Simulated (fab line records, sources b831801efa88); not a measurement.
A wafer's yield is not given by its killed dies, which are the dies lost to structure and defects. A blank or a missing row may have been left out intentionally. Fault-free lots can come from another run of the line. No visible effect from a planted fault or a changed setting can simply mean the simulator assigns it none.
A lot that was struck, set against a sound lot :: flow sfq_line :: 17 out of 325 route steps
Sound: the wafers L749.1, L749.5, L749.6. Wafers struck: L752.1, L752.2, L752.5. The cause comes at the end.
For every step that has rows: the tool of each side, followed by ch and its chambers, followed by its first start. Under that, the readings that differ: sound wafers :: struck wafers :: difference of the means :: sigmas: that difference in standard deviations of wafers without a fault.
alike: words and numbers the same on both sides, and readings whose means are apart by under 2 such deviations; not compared: readings that were withheld, readings missing a value for some wafer, numbers with overlapping values and no deviation given by the record, and bounds like >300 which may hide the same value.
The two part at a step that has a row with sigmas, a row that says differs or no value, or rows on one side only. When numbers do not overlap yet have no deviation, they are printed without sigmas and do not part them. A reading missing from all wafers of one side parts the sides only when that side holds two or more wafers.

first, 4 steps without rows for these wafers: SFQ_TRILAYER_I5_LITHO_SOFTBAKE_148; SFQ_TRILAYER_I5_LITHO_EXPOSE_145 (exposes mask I5, target cd 700 nm); SFQ_TRILAYER_I5_LITHO_PEB_147 (peb time 59.16 s); SFQ_TRILAYER_I5_LITHO_DEVELOP_146 (time 60 s).
SFQ_I5_OVL_MEAS_936:
  struck on overlay-02, day 71 21:11; sound on overlay-01, day 69 18:59
  alike: I5_OVL
SFQ_TRILAYER_I5_BARC_OPEN_VIA_ETCH_200: etches BARC in O2, target depth 125 nm, time 41.7 s.
  sound on rie_diel-03 ch 0,2,3, day 69 19:02; struck on rie_diel-03 ch 1,2, day 71 21:14
  alike: drypump_motor_current_A, oes_product_au
  not compared: rf_hours_counter_h
SFQ_TRILAYER_I5_ETCH_VIA_ETCH_147: etches the open film in CHF3, stops on Nb, target depth 360 nm.
  sound on rie_diel-03 ch 0,2,3, day 69 19:04; struck on rie_diel-03 ch 1,2, day 71 21:16
  alike: drypump_motor_current_A, oes_product_au
SFQ_TRILAYER_I5_STRIP_STRIP_148: strips in O2.
  sound on rie_metal-03 ch 0,1, day 69 19:13; struck on rie_metal-01 ch 0, day 71 21:25
  alike: drypump_motor_current_A, oes_product_au
  not compared: rf_hours_counter_h
then, 4 steps without rows for these wafers: SFQ_TRILAYER_I5_STRIP_SOLV_CLEAN_149 (cleans in NMP, time 600 s); SFQ_TRILAYER_C5_LITHO_COAT_156 (resist thk 62 nm); SFQ_TRILAYER_C5_LITHO_COAT_151 (resist thk 650 nm); SFQ_TRILAYER_C5_LITHO_SOFTBAKE_155.
-- the record jumps here: 4 days lie between the struck wafers' starts before and after --
SFQ_TRILAYER_C5_LITHO_EXPOSE_152: exposes mask C5, target cd 500 nm.
  sound on krf_scanner-02 ch 0, day 73 05:44; struck on krf_scanner-01 ch 0, day 76 04:50
reading: model.C5.overlay_x_nm (nm)
sound: -3.248 -3.248 -3.248
struck: 44.14 44.14 44.14
difference: +47.39
sigmas: 
  alike: mask
then, 2 steps without rows for these wafers: SFQ_TRILAYER_C5_LITHO_PEB_154 (peb time 60 s); SFQ_TRILAYER_C5_LITHO_DEVELOP_153 (time 60 s).
SFQ_C5_OVL_MEAS_937:
  struck on overlay-02, day 76 06:20; sound on overlay-01, day 73 07:14
reading: C5_OVL (nm)
sound: 6 4 4
struck: 48 45 51
difference: +43
sigmas: +10
SFQ_TRILAYER_C5_BARC_OPEN_VIA_ETCH_210: etches BARC in O2, target depth 125 nm, time 41.7 s.
  sound on rie_diel-01 ch 1,2,3, day 73 07:17; struck on rie_diel-03 ch 0,1,3, day 76 06:23
  alike: drypump_motor_current_A, oes_product_au
  not compared: rf_hours_counter_h

## WHERE THEY PART
Only at SFQ_C5_OVL_MEAS_937, as far as this record shows. Later steps at which nothing parts them and some readings are alike: SFQ_TRILAYER_C5_BARC_OPEN_VIA_ETCH_210.

WHY: whatever the simulator had introduced
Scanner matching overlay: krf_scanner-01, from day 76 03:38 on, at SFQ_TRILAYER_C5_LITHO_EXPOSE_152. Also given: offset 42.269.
